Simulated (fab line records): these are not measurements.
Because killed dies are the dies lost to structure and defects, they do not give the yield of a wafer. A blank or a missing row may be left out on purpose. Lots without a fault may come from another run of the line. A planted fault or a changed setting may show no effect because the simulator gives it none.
fab line records | flow gf180mcu
[record] lots = 13 wafers = 39 last-day = 34
route steps=602 shown VT_IMPLANT@108 SAB@268 M1@316 V1@359
lots with no fault: from the same line, run without faults
start-h: hours from the record's opening day to when the first of the lot's shown wafers began | wait-h: hours since the lot's step before | " the same as in the row above | L1.1+2: several wafers, shown together as one row | - no value, or no start given | * or withheld: withheld | < > ~ a bound
route shown NAME@n: NAME is a module with steps in the file, n the number in the route of the first one | usual: the fault-free wafers' mean and standard deviation | same: alike in all rows | chamber/n: place in a boat | sites: each site's reading | _std_site: the standard deviation of these | _edge_site: mean of outer sites minus mean of inner sites | radius-mm: how far each site lies from the wafer's centre | mask NAME#n: copy n | behind: tool/chamber where the wafer was last shaped | hold: reason for holding the lot/hours on hold/outcome of the hold | device: transistor that didn't switch, given as n, p or np | end of line: at the end of the route, the tests of the same wafers | step lacking rows: just its recipe | killed: not the wafer's yield, but the dies lost to structure and defects at the first sort | map: shows each die of a wafer: x if killed, . if not, _ if none is there
set.NAME: the run value of the setting; set.NAME@STEP: its run value at that earlier step | model.NAME: the simulator's own value behind a step, which no gauge read
a sample of lots followed through the steps of the route, with each step as a table and each wafer as a row
services: when a tool's chamber went out of use (start-h, in hours from the record's first day, below 0 if earlier), for how many hours, and the reason
[[steps]]
[step GF_VT_IMPLANT_OVL_MEAS_18]
[usual] VT_IMPLANT_01_OVL = -0.4/1.3
// columns lot.wafer tool chamber start-h wait-h VT_IMPLANT_01_OVL[nm]
L659.1 overlay-01 - 130.90 0.1 0.4
L659.5 " - " " 1.9
L659.6 " - " " 0.6
L664.1 overlay-02 - 158.04 0.1 -1.1
L664.3 " - " " -0.9
L664.4 " - " " -0.3
L666.1 overlay-02 - 169.70 0.1 1.4
L666.3 " - " " 0.6
L666.6 " - " " 0.2
L668.2 overlay-02 - 183.72 0.1 2.6
L668.3 " - " " 1.4
L668.4 " - " " -1.4
L671.1 overlay-02 - 202.41 0.1 -2.1
L671.3 " - " " -0.5
L671.6 " - " " -1.0
L672.1 overlay-02 - 211.40 0.1 0.7
L672.3 " - " " 0.0
L672.4 " - " " 0.9
L673.1 overlay-02 - 214.35 0.1 -1.3
L673.5 " - " " -0.3
L673.6 " - " " 1.5
L676.1 overlay-02 - 233.61 0.1 0.4
L676.5 " - " " -0.6
L676.6 " - " " -1.1
L678.3 overlay-02 - 244.66 0.1 -0.4
L678.4 " - " " -1.1
L678.6 " - " " -2.2
L679.1 overlay-02 - 251.60 0.1 1.3
L679.4 " - " " 0.1
L679.6 " - " " -0.1
L680.1 overlay-01 - 259.01 0.1 0.1
L680.4 " - " " -1.0
L680.5 " - " " -1.0
L681.1 overlay-02 - 263.89 0.1 0.0
L681.2 " - " " -0.6
L681.3 " - " " -1.8
L682.3 overlay-02 - 271.20 0.1 1.3
L682.4 " - " " 1.5
L682.5 " - " " 1.3
[step GF_SAB_COAT_04]
[recipe] resist = NOVOLAK spin-rpm = 3000 resist-thk-nm = 1000
// columns lot.wafer tool chamber start-h wait-h
L659.1+5+6 litho-track-04 0 334.41 0.1
L664.1+3+4 litho-track-01 0 368.63 0.1
L666.1+3+6 litho-track-04 0 389.51 0.1
L668.2+3+4 litho-track-03 0 403.37 0.1
L671.1+3+6 litho-track-04 0 429.91 0.1
L672.1+3+4 litho-track-04 0 444.16 0.1
L673.1+5+6 litho-track-04 0 451.71 0.1
L676.1+5+6 litho-track-03 0 475.39 0.1
L678.3+4+6 litho-track-03 0 488.19 0.1
L679.1+4+6 litho-track-01 0 497.03 0.1
L680.1+4+5 litho-track-01 0 509.43 0.1
L681.1+2+3 litho-track-01 0 513.08 0.1
L682.3+4+5 litho-track-01 0 520.23 0.1
[step GF_SAB_STRIP_13]
[recipe] chemistry = O2/N2 power-w = 1400 pressure-mtorr = 1500 platen-temp-c = 250 o2-flow-sccm = 3000 n2-flow-sccm = 300 overash-fraction = 0.5
[usual] chamber-pressure-mTorr = 1500.1/1.3 drypump-motor-current-A = 5.8/0.4 heater-power-w = 332/34 oes-product-au = 0.709/0.0049 strip-time-to-endpoint-s = 12.61/0.033
// columns lot.wafer tool chamber start-h wait-h chamber-pressure-mTorr drypump-motor-current-A heater-power-w oes-product-au rf-hours-counter-h strip-time-to-endpoint-s
L659.1 plasma-asher-02 1 345.94 0.0 1500.1 5.2 361 0.706 57 12.60
L659.5 " 1 " " 1499.6 5.2 370 0.713 - 12.61
L659.6 " 0 " " 1497.0 6.0 366 0.713 - 12.57
L664.1 plasma-asher-01 1 379.78 0.0 1501.8 6.4 281 0.711 72 12.62
L664.3 " 0 " " 1497.9 5.8 325 0.699 - 12.66
L664.4 " 1 " " 1501.5 6.4 284 0.704 - 12.64
L666.1 plasma-asher-02 0 401.19 0.0 1501.8 6.0 361 0.710 63 12.61
L666.3 " 1 " " 1500.3 5.2 355 0.712 - 12.64
L666.6 " 0 " " 1498.9 6.0 362 0.703 - 12.64
L668.2 plasma-asher-04 1 416.03 0.0 1499.8 5.4 262 0.708 30 12.63
L668.3 " 0 " " 1500.0 5.9 327 0.708 - 12.59
L668.4 " 1 " " 1501.8 5.4 270 0.707 - 12.62
L671.1 plasma-asher-02 0 442.35 0.0 1499.5 6.0 353 0.704 67 12.57
L671.3 " 0 " " 1499.9 6.0 357 0.698 - 12.58
L671.6 " 0 " " 1496.7 6.0 351 0.711 - 12.59
L672.1 plasma-asher-02 0 457.00 0.0 1499.2 6.0 358 0.717 69 13.07
L672.3 " 1 " " 1501.7 5.2 358 0.712 - 13.05
L672.4 " 0 " " 1500.9 6.0 360 0.717 - 13.03
L673.1 plasma-asher-01 0 464.80 0.0 1499.1 5.8 327 0.709 79 13.00
L673.5 " 0 " " 1498.9 5.8 330 0.702 - 12.58
L673.6 " 1 " " 1498.9 6.4 288 0.712 - 12.59
L676.1 plasma-asher-02 1 488.11 0.0 1501.4 5.2 363 0.715 73 12.62
L676.5 " 0 " " 1501.8 6.0 367 0.700 - 12.62
L676.6 " 1 " " 1500.8 5.2 363 0.716 - 12.56
L678.3 plasma-asher-02 0 500.30 0.0 1499.1 6.0 358 0.713 - 12.63
L678.4 " 1 " " 1497.9 5.2 353 0.704 - 12.63
L678.6 " 1 " " 1499.4 5.2 356 0.717 - 12.60
L679.1 plasma-asher-04 1 509.50 0.0 1501.0 5.4 269 0.704 40 12.62
L679.4 " 1 " " 1498.7 5.4 270 0.709 - 12.62
L679.6 " 0 " " 1499.6 5.8 317 0.705 - 12.59
L680.1 plasma-asher-02 1 521.10 0.0 1498.0 5.2 364 0.705 78 12.58
L680.4 " 0 " " 1500.3 6.0 360 0.710 - 12.61
L680.5 " 1 " " 1500.9 5.2 364 0.703 - 12.62
L681.1 plasma-asher-01 1 524.76 0.0 1501.1 6.4 285 0.705 87 12.67
L681.2 " 0 " " 1501.9 5.8 332 0.707 87 12.65
L681.3 " 0 " " 1500.1 5.8 337 0.719 - 12.64
L682.3 plasma-asher-02 1 532.03 0.0 1499.4 5.2 369 0.702 - 12.56
L682.4 " 0 " " 1499.9 6.0 354 0.704 - 12.54
L682.5 " 1 " " 1499.7 5.2 366 0.705 - 12.61
[step GF_M1_SPUTTER_01]
[recipe] material = TiN target-thk-nm = 30 power-w = 6500 time-s = 25 chamber-pressure-pa = 0.4
[usual] throttle-valve-pct = 30.3/0.73
// columns lot.wafer tool chamber start-h wait-h throttle-valve-pct
L659.1 pvd-sputter-03 - 371.63 0.1 30.3
L659.5 " - " " 29.0
L659.6 " - " " 29.6
L664.1 pvd-sputter-02 - 405.18 0.1 30.7
L664.3 " - " " 30.5
L664.4 " - " " 31.2
L666.1 pvd-sputter-04 - 427.68 0.1 30.8
L666.3 " - " " 30.1
L666.6 " - " " 29.7
L668.2 pvd-sputter-04 - 442.83 0.1 30.4
L668.3 " - " " 29.9
L668.4 " - " " 30.9
L671.1 pvd-sputter-02 - 469.16 0.1 30.4
L671.3 " - " " 30.7
L671.6 " - " " 30.5
L672.1 pvd-sputter-02 - 484.17 0.1 30.7
L672.3 " - " " 30.8
L672.4 " - " " 30.6
L673.1 pvd-sputter-04 - 491.52 0.1 29.2
L673.5 " - " " 30.4
L673.6 " - " " 30.2
L676.1 pvd-sputter-02 - 514.28 0.1 30.8
L676.5 " - " " 30.4
L676.6 " - " " 30.8
L678.3 pvd-sputter-04 - 526.58 0.1 28.9
L678.4 " - " " 29.8
L678.6 " - " " 30.8
L679.1 pvd-sputter-04 - 535.40 0.1 30.0
L679.4 " - " " 30.6
L679.6 " - " " 30.1
L680.1 pvd-sputter-04 - 546.79 0.1 29.0
L680.4 " - " " 30.8
L680.5 " - " " 30.6
L681.1 pvd-sputter-04 - 549.72 0.1 30.8
L681.2 " - " " 30.9
L681.3 " - " " 29.1
L682.3 pvd-sputter-03 - 557.28 0.1 29.4
L682.4 " - " " 30.6
L682.5 " - " " 30.5
[step GF_V1_RS_MEAS_24]
[recipe] thk-meas-gauge = four-point-probe reads = W_of_V1_CVD_23+TiN_of_V1_SPUTTER_22+Ti_of_V1_SPUTTER_21
[usual] V1_W_RS = 0.330/0.0035
// columns lot.wafer tool chamber start-h wait-h V1_W_RS[ohm/sq]
L659.1 film-metro-04 - 421.03 0.2 0.327
L659.5 " - " " 0.327
L659.6 " - " " 0.328
L664.1 film-metro-01 - 456.91 0.1 0.331
L664.3 " - " " 0.334
L664.4 " - " " 0.331
L666.1 film-metro-03 - 478.49 0.1 0.337
L666.3 " - " " 0.331
L666.6 " - " " 0.330
L668.2 film-metro-03 - 493.29 0.1 0.331
L668.3 " - " " 0.330
L668.4 " - " " 0.330
L671.1 film-metro-04 - 518.11 0.1 0.327
L671.3 " - " " 0.339
L671.6 " - " " 0.332
L672.1 film-metro-04 - 532.27 0.1 0.332
L672.3 " - " " 0.334
L672.4 " - " " 0.324
L673.1 film-metro-03 - 539.85 0.1 0.327
L673.5 " - " " 0.323
L673.6 " - " " 0.328
L676.1 film-metro-04 - 561.71 0.1 0.330
L676.5 " - " " 0.328
L676.6 " - " " 0.327
L678.3 film-metro-03 - 573.22 0.1 0.332
L678.4 " - " " 0.326
L678.6 " - " " 0.335
L679.1 film-metro-01 - 582.06 0.1 0.333
L679.4 " - " " 0.332
L679.6 " - " " 0.331
L680.1 film-metro-04 - 592.91 0.1 0.331
L680.4 " - " " 0.327
L680.5 " - " " 0.333
L681.1 film-metro-01 - 594.96 0.1 0.330
L681.2 " - " " 0.331
L681.3 " - " " 0.335
L682.3 film-metro-01 - 602.40 0.1 0.331
L682.4 " - " " 0.324
L682.5 " - " " 0.325
[[services]]
// columns tool chamber start-h hours kind
pvd-sputter-03 - 318.09 3.8 repair
pvd-sputter-02 0 357.13 - consumable-replace:kit
pvd-sputter-02 0 357.13 18.0 scheduled-down
pvd-sputter-02 0 357.13 18.0 vent-cycle
pvd-sputter-03 1 383.28 - consumable-replace:kit
pvd-sputter-03 1 383.28 18.0 scheduled-down
pvd-sputter-03 1 383.28 18.0 vent-cycle
plasma-asher-02 - 415.96 1.7 repair
pvd-sputter-02 - 446.56 8.1 repair
plasma-asher-01 - 447.24 14.6 pm
plasma-asher-02 - 464.60 1.2 repair
plasma-asher-04 - 474.64 15.6 pm
pvd-sputter-04 0 489.10 - consumable-replace:kit
pvd-sputter-04 0 489.10 18.0 scheduled-down
pvd-sputter-04 0 489.10 18.0 vent-cycle
pvd-sputter-02 - 499.35 2.1 repair
pvd-sputter-03 - 515.11 2.0 repair
pvd-sputter-02 - 543.45 4.4 repair
pvd-sputter-04 - 548.52 0.6 repair
plasma-asher-02 - 552.52 3.0 repair
[[key]]
[first-sign] step = GF_SAB_STRIP_13 reading = strip-time-to-endpoint-s direction = up sigmas = 13 usual = * struck = *
effect none on later readings
met-at GF_SAB_COAT_04
struck-lots L672,L673
struck-wafers L672.1,L672.3,L672.4,L673.1
tester-left-out L672,L673
not-acting-at GF_VT_IMPLANT_OVL_MEAS_18,GF_M1_SPUTTER_01,GF_V1_RS_MEAS_24
onset-between 429.91 444.16
[fault] kind = process-parameter-drift tool = litho-track-04 chamber = - onset-h = 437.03 steps = GF_SAB_COAT_04 channel = resist-thk-nm offset = * shape = step end-h = 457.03 scope = struck-wafers-only acts-in = * stated = *
// tester-left-out: of these lots the tester's yield and bins aren't shown, on N5 and GAA mostly nor the transistor test; their killed dies are dies lost to structure and defects alone, not to doping, threshold or leakage, so they don't give the yield
